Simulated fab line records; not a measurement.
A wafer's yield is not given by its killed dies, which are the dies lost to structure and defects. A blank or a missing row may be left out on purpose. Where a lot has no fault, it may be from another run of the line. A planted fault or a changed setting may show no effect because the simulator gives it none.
Chamber matching || flow gf180mcu || GF_V3_CMP_04 on cmp-01 has 4 sister chambers
The step polishes SiO2. 20 wafers are shown with their chamber, then 10 later ones without.

WAFERS, EACH WITH ITS CHAMBER
{"wafer": "L423.1", "chamber": 3, "motor_current_A (A)": 10.9, "time_to_endpoint_s (s)": 79}
{"wafer": "L423.2", "chamber": 2, "motor_current_A (A)": 14.8, "time_to_endpoint_s (s)": 75}
{"wafer": "L423.3", "chamber": 1, "motor_current_A (A)": 10.6, "time_to_endpoint_s (s)": 74}
{"wafer": "L424.2", "chamber": 3, "motor_current_A (A)": 10.3, "time_to_endpoint_s (s)": 67}
{"wafer": "L424.3", "chamber": 0, "motor_current_A (A)": 12.9, "time_to_endpoint_s (s)": 71}
{"wafer": "L424.5", "chamber": 3, "motor_current_A (A)": 11.3, "time_to_endpoint_s (s)": 70}
{"wafer": "L426.1", "chamber": 1, "motor_current_A (A)": 10.3, "time_to_endpoint_s (s)": 81}
{"wafer": "L426.2", "chamber": 3, "motor_current_A (A)": 11.0, "time_to_endpoint_s (s)": 76}
{"wafer": "L426.3", "chamber": 0, "motor_current_A (A)": 12.2, "time_to_endpoint_s (s)": 78}
{"wafer": "L429.3", "chamber": 1, "motor_current_A (A)": 11.4, "time_to_endpoint_s (s)": 77}
{"wafer": "L429.5", "chamber": 3, "motor_current_A (A)": 10.3, "time_to_endpoint_s (s)": 82}
{"wafer": "L429.6", "chamber": 2, "motor_current_A (A)": 13.3, "time_to_endpoint_s (s)": 87}
{"wafer": "L428.1", "chamber": 3, "motor_current_A (A)": 10.9, "time_to_endpoint_s (s)": 82}
{"wafer": "L428.4", "chamber": 0, "motor_current_A (A)": 12.2, "time_to_endpoint_s (s)": 91}
{"wafer": "L428.5", "chamber": 0, "motor_current_A (A)": 12.3, "time_to_endpoint_s (s)": 85}
{"wafer": "L439.1", "chamber": 1, "motor_current_A (A)": 10.9, "time_to_endpoint_s (s)": 74}
{"wafer": "L439.2", "chamber": 0, "motor_current_A (A)": 12.7, "time_to_endpoint_s (s)": 77}
{"wafer": "L439.3", "chamber": 2, "motor_current_A (A)": 13.4, "time_to_endpoint_s (s)": 83}
{"wafer": "L441.3", "chamber": 2, "motor_current_A (A)": 14.1, "time_to_endpoint_s (s)": 79}
{"wafer": "L441.5", "chamber": 1, "motor_current_A (A)": 10.1, "time_to_endpoint_s (s)": 83}

SIGNATURES, as means of the wafers listed above
{"reading": "motor_current_A", "chamber 0": 12.460, "chamber 1": 10.660, "chamber 2": 13.900, "chamber 3": 10.783, "scatter within a chamber": 0.483}
{"reading": "time_to_endpoint_s", "chamber 0": 80.40, "chamber 1": 77.80, "chamber 2": 81.00, "chamber 3": 76.00, "scatter within a chamber": 6.04}
Rule: for each reading, subtract the chamber's mean from the wafer's reading, divide by that reading's scatter and square the result; add these up over the readings and take the root, which gives the wafer's distance from the chamber. If the next closest chamber is less than 2 further off than the closest, the wafer can't be placed; otherwise it belongs to the closest. How the scatter is found: for the shown wafers, subtract from each reading the mean of its chamber, square and add these, divide the total by (wafers less chambers), then take the root.

WAFERS WITHOUT THEIR CHAMBER
{"wafer": "L441.6", "motor_current_A (A)": 13.5, "time_to_endpoint_s (s)": 85}
{"wafer": "L442.2", "motor_current_A (A)": 11.0, "time_to_endpoint_s (s)": 83}
{"wafer": "L442.4", "motor_current_A (A)": 11.9, "time_to_endpoint_s (s)": 85}
{"wafer": "L442.5", "motor_current_A (A)": 11.0, "time_to_endpoint_s (s)": 91}
{"wafer": "L443.3", "motor_current_A (A)": 12.8, "time_to_endpoint_s (s)": 78}
{"wafer": "L443.4", "motor_current_A (A)": 11.2, "time_to_endpoint_s (s)": 84}
{"wafer": "L443.6", "motor_current_A (A)": 12.3, "time_to_endpoint_s (s)": 78}
{"wafer": "L444.1", "motor_current_A (A)": 14.1, "time_to_endpoint_s (s)": 81}
{"wafer": "L444.2", "motor_current_A (A)": 11.1, "time_to_endpoint_s (s)": 85}
{"wafer": "L444.5", "motor_current_A (A)": 10.6, "time_to_endpoint_s (s)": 88}

CHAMBER TAKEN BY EACH
{"wafer": "L441.6", "from the rows above": "can't be placed: 2 or 0", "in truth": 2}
{"wafer": "L442.2", "from the rows above": "can't be placed: 1 or 3 or 0", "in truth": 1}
{"wafer": "L442.4", "from the rows above": "can't be placed: 0 or 3 or 1", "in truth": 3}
{"wafer": "L442.5", "from the rows above": "can't be placed: 1 or 3 or 0", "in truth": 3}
{"wafer": "L443.3", "from the rows above": "can't be placed: 0 or 2", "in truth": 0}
{"wafer": "L443.4", "from the rows above": "can't be placed: 1 or 3 or 0", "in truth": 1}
{"wafer": "L443.6", "from the rows above": 0, "in truth": 0}
{"wafer": "L444.1", "from the rows above": 2, "in truth": 2}
{"wafer": "L444.2", "from the rows above": "can't be placed: 1 or 3 or 0", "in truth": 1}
{"wafer": "L444.5", "from the rows above": "can't be placed: 1 or 3", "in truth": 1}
Correct placement for 2 of the 10. Unplaceable from these rows: 8, with the true chamber sitting among the candidates in 8. Wrongly placed: 0.
